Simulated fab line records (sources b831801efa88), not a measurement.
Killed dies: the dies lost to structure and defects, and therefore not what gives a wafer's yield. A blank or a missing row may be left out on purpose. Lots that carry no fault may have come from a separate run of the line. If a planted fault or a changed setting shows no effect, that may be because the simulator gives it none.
Which tool did it? ; flow sky130 ; 24 lots with 72 wafers sampled at 4 steps, on a route of 708 steps

== WHAT THE GAUGES READ, wafer by wafer ==
SKY_LDD_LDN_OVL_MEAS_07.
lot;measured;on;LDD_LDN_OVL (nm)
L074;day 23 00:11;overlay-01;0.0 -1.3 -2.5
L075;day 23 13:40;overlay-02;-0.8 -2.2 -1.0
L076;day 23 16:05;overlay-02;1.0 0.6 -0.1
L077;day 24 05:35;overlay-02;0.3 0.4 1.1
L078;day 24 06:14;overlay-02;-0.6 1.0 2.0
L079;day 24 15:49;overlay-02;1.5 2.6 1.6
L080;day 25 01:17;overlay-01;1.3 2.0 1.1
L081;day 25 09:11;overlay-02;-0.5 -1.3 -1.0
L082;day 25 14:53;overlay-02;-0.4 1.0 1.9
L083;day 26 04:50;overlay-01;-0.4 -0.2 -2.1
L084;day 26 16:59;overlay-02;0.4 1.8 0.9
L085;day 26 18:50;overlay-01;1.8 3.0 0.6
L086;day 27 11:22;overlay-02;0.3 1.2 1.1
L087;day 27 19:44;overlay-01;1.8 3.2 1.5
L088;day 27 23:38;overlay-02;0.8 2.2 3.5
L091;day 28 14:20;overlay-01;1.1 1.4 2.1
L090;day 28 15:40;overlay-01;-0.1 1.3 1.2
L089;day 28 15:44;overlay-02;1.0 -0.4 0.9
L092;day 29 22:20;overlay-01;1.3 0.9 1.2
L093;day 30 00:29;overlay-01;1.7 2.3 2.0
L094;day 30 00:47;overlay-01;1.1 0.4 2.9
L095;day 30 01:54;overlay-02;0.7 1.4 0.8
L096;day 30 05:53;overlay-02;1.3 0.9 1.1
L097;day 30 11:35;overlay-01;-0.7 -2.1 0.9

SKY_SD_N_OVL_MEAS_08.
lot;measured;on;SD_N_OVL (nm)
L074;day 28 00:11;overlay-01;-1.9 -1.9 -2.6
L075;day 28 10:35;overlay-02;-1.2 0.2 -1.5
L076;day 28 14:35;overlay-02;0.5 -1.0 -0.8
L077;day 29 01:30;overlay-01;-2.0 -3.0 -1.8
L078;day 29 03:15;overlay-01;-2.0 -1.1 -0.6
L079;day 29 12:12;overlay-02;-2.6 -0.8 -2.2
L080;day 29 20:51;overlay-01;-2.8 -1.5 -2.7
L081;day 30 03:12;overlay-02;-1.9 -2.1 -1.2
L082;day 30 08:03;overlay-01;-2.0 0.4 -3.4
L083;day 30 21:23;overlay-02;-1.9 -2.4 -1.9
L084;day 31 07:38;overlay-02;1.4 1.1 -1.8
L085;day 31 13:38;overlay-02;-1.8 -2.1 -3.0
L086;day 32 04:26;overlay-02;-1.5 -1.6 -0.5
L087;day 32 12:24;overlay-01;-2.1 -1.5 -0.2
L088;day 32 16:28;overlay-02;-1.6 -1.7 -1.9
L091;day 33 07:36;overlay-01;-0.7 -1.7 -1.0
L090;day 33 08:45;overlay-01;-3.6 -3.2 -2.5
L089;day 33 09:49;overlay-01;-1.6 -1.5 -2.9
L092;day 34 15:03;overlay-01;-4.3 -4.0 -3.4
L093;day 34 15:39;overlay-02;-3.6 -3.4 -3.6
L094;day 34 15:46;overlay-01;-2.6 -2.4 -1.3
L095;day 34 16:49;overlay-01;-4.2 -1.9 -1.9
L096;day 34 17:42;overlay-01;-2.5 -3.1 -1.8
L097;day 35 02:22;overlay-02;-3.7 -3.3 -2.8

SKY_VIA1_OVL_MEAS_13.
lot;measured;on;VIA1_OVL (nm)
L074;day 34 01:58;overlay-02;2 3 2
L075;day 34 10:39;overlay-01;12 7 8
L076;day 34 15:25;overlay-02;-2 6 3
L077;day 35 00:17;overlay-01;12 12 14
L078;day 35 02:03;overlay-02;7 8 7
L079;day 35 09:02;overlay-01;3 8 1
L080;day 35 18:56;overlay-01;6 7 9
L081;day 36 00:26;overlay-01;4 1 11
L082;day 36 08:02;overlay-01;9 5 13
L083;day 36 17:29;overlay-01;5 11 -3
L084;day 37 03:08;overlay-01;9 4 4
L085;day 37 10:35;overlay-02;3 -4 -2
L086;day 37 22:39;overlay-02;3 4 7
L087;day 38 05:57;overlay-02;-2 5 -3
L088;day 38 09:59;overlay-02;5 6 6
L091;day 39 04:21;overlay-02;6 9 10
L090;day 39 04:35;overlay-01;-1 7 6
L089;day 39 05:50;overlay-02;2 0 8
L092;day 40 08:29;overlay-02;11 0 4
L093;day 40 09:57;overlay-01;11 4 6
L094;day 40 10:54;overlay-02;-1 5 5
L095;day 40 11:25;overlay-01;3 6 11
L096;day 40 12:51;overlay-01;0 2 6
L097;day 40 18:06;overlay-01;4 -2 2

SKY_VIA1_THK_MEAS_23: measures by xrf.
lot;measured;on;VIA1_W_THK (nm)
L074;day 34 03:04;film_metro-03;273 271 273
L075;day 34 12:09;film_metro-01;270 267 270
L076;day 34 16:25;film_metro-03;268 267 272
L077;day 35 01:17;film_metro-03;269 267 267
L078;day 35 03:02;film_metro-01;277 274 276
L079;day 35 10:04;film_metro-01;279 270 278
L080;day 35 19:58;film_metro-03;263 271 262
L081;day 36 01:28;film_metro-01;261 268 257
L082;day 36 09:04;film_metro-02;263 256 259
L083;day 36 18:34;film_metro-01;260 271 259
L084;day 37 04:14;film_metro-03;274 276 272
L085;day 37 11:35;film_metro-02;266 266 267
L086;day 37 23:43;film_metro-03;262 264 263
L087;day 38 07:02;film_metro-03;275 275 275
L088;day 38 10:59;film_metro-02;268 264 260
L091;day 39 05:20;film_metro-03;273 276 273
L090;day 39 05:36;film_metro-01;276 274 277
L089;day 39 06:50;film_metro-03;272 270 271
L092;day 40 09:34;film_metro-01;264 265 265
L093;day 40 11:00;film_metro-01;272 274 273
L094;day 40 11:57;film_metro-02;264 259 257
L095;day 40 12:29;film_metro-03;273 280 275
L096;day 40 14:20;film_metro-03;275 277 278
L097;day 40 19:15;film_metro-02;275 274 270

== TOOL THAT RAN EACH LOT (tool first, then ch and the chambers of the sampled wafers, then the start) ==
The record holds no process step before these readings.

== WHAT THE TOOLS THEMSELVES READ (means of the sampled wafers that have a number; where no wafer has one, the mark that the record gives instead) ==
The record holds no such reading with a usual standard deviation.

== THE ANSWER, worked out from the rows above alone ==
Rule: usual is defined by the lots themselves. Put in order of their means at a reading, lots are off if they are a third of the lots or fewer, leave a main group of 4 or more, and stand apart from it by a gap of 3 or more times the standard deviation of the main group's means; of several such gaps the widest counts. Not used: any main group whose means are identical at the precision the tables above print for the reading. A lot without any number at a reading at which 4 lots or more have one is off too. All remaining lots with rows at the step are treated as sound. The gauges are gone through in route order, then the tools' own readings, and for those a lot's mean is taken as printed above. At the first step where some lot is off, the reading lying furthest off is the one used; lots without a number count as furthest.
No lot is off at any reading shown: from this, nothing can be told.

== WHAT WAS PUT IN BY THE SIMULATOR ==
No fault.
